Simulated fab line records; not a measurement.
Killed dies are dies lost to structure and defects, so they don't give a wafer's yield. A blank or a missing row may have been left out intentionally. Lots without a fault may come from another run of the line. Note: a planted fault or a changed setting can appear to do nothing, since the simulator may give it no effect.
A struck lot beside a sound one	flow gf180mcu	15 steps out of a route of 602
Sound: the wafers L487.3, L487.4, L487.5. Struck: wafers L493.1, L493.3, L493.5. The cause is named last.
For every step that has rows: the tool of each side, followed by ch and its chambers, followed by its first start. Under that, the readings that differ: sound wafers	struck wafers	difference of the means	sigmas: that difference in standard deviations of wafers without a fault.
alike: readings with means less than 2 such deviations apart, plus words and numbers identical on both sides. not compared: withheld readings, readings lacking a value on some wafer, bounds such as >300 that could conceal the same value, and numbers that have no deviation in the record and whose values overlap.
Wherever a step has rows on one side only, a row that says differs or no value, or a row with sigmas, the two part there. When numbers do not overlap yet have no deviation, they are printed without sigmas and do not part them. A reading that every wafer of one side lacks parts them only if that side has two wafers or more.

GF_M2_SPUTTER_04: material TiN, target thk 50 nm, time 41.7 s.
  sound on pvdSputter-02 at day 21 01:03; struck on pvdSputter-02 at day 23 09:46
  alike: throttleValvePct
GF_M2_RS_MEAS_05: measurement is done with a four-point probe.
  sound on filmMetro-04 at day 21 01:08; struck on filmMetro-02 at day 23 09:49
  alike: M2_ALCU_RS
GF_M2_THK_MEAS_06: measures by xrf.
  sound on filmMetro-04 at day 21 01:14; struck on filmMetro-02 at day 23 09:56
  alike: M2_ALCU_THK
then, 7 steps without rows for these wafers: GF_M2_DEHYDRATE_07 (time 60 s); GF_M2_HMDS_08 (prime time 60 s); GF_M2_COAT_09 (resist thk 1000 nm); GF_M2_SOFTBAKE_10 (time 60 s); GF_M2_EXPOSE_11 (exposes mask Metal2, target cd 280 nm); GF_M2_PEB_12 (peb time 90 s); GF_M2_DEVELOP_13 (develop time 60 s).
GF_M2_CD_MEAS_14 targets a cd of 280 nm.
  sound on cdSem-02 at day 22 00:53; struck on cdSem-02 at day 24 07:39
  alike: cdNm
GF_M2_OVL_MEAS_15:
  sound on overlay-01 at day 22 00:58; struck on overlay-02 at day 24 07:46
  alike: M2_OVL
GF_M2_METAL_ETCH_16: etches the open film in Cl2/BCl3, stops on SiO2, target depth 627.5 nm, time 104.6 s.
  sound on rieMetal-04 ch 0,1, day 22 01:02; struck on rieMetal-01 ch 1, day 24 07:48
reading	sound	struck	difference	sigmas
oesProductAu (a.u.)	0.970 0.978 0.973	0.792 0.784 0.779	-0.189	-29
throttleValvePct (%)	28.247 28.255 28.260	28.455 28.450 28.458	+0.200	+18
model.etch.depthNm (nm)	607.8 606.3 600.2	406.5 411 405.9	-197.0	
model.M2.featureDepthNm (nm)	607.8 606.3 600.2	406.5 411 405.9	-197.0	
model.KrF_of_M2_COAT_09.thkNm (nm)	740.2 727.2 730.8	821.4 819.6 822.7	+88.5	
  alike: bcl3FlowSccm, biasW, drypumpMotorCurrentA
  not compared: rfHoursCounterH
GF_M2_STRIP_17: strips in O2/N2.
  sound on plasmaAsher-04 ch 0,1, day 22 01:08; struck on plasmaAsher-03 ch 1, day 24 07:57
reading	sound	struck	difference	sigmas
drypumpMotorCurrentA (A)	5.8 5.8 5.8	4.6 4.6 4.6	-1.2	-2
oesProductAu (a.u.)	0.554 0.555 0.555	0.594 0.582 0.595	+0.036	+7
stripTimeToEndpointS (s)	7.93 7.80 7.84	8.71 8.69 8.73	+0.85	+23
  alike: heaterPowerW
  not compared: rfHoursCounterH
then, 1 step without rows for these wafers: GF_M2_STRIP_18 (strips in post etch residue remover, time 1200 s).

== WHERE THEY PART ==
At GF_M2_METAL_ETCH_16 first; at GF_M2_STRIP_17 last (within this record only).

WHY: the cause the simulator had injected
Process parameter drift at GF_M2_METAL_ETCH_16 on rieMetal-01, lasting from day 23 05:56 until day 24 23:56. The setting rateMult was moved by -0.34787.
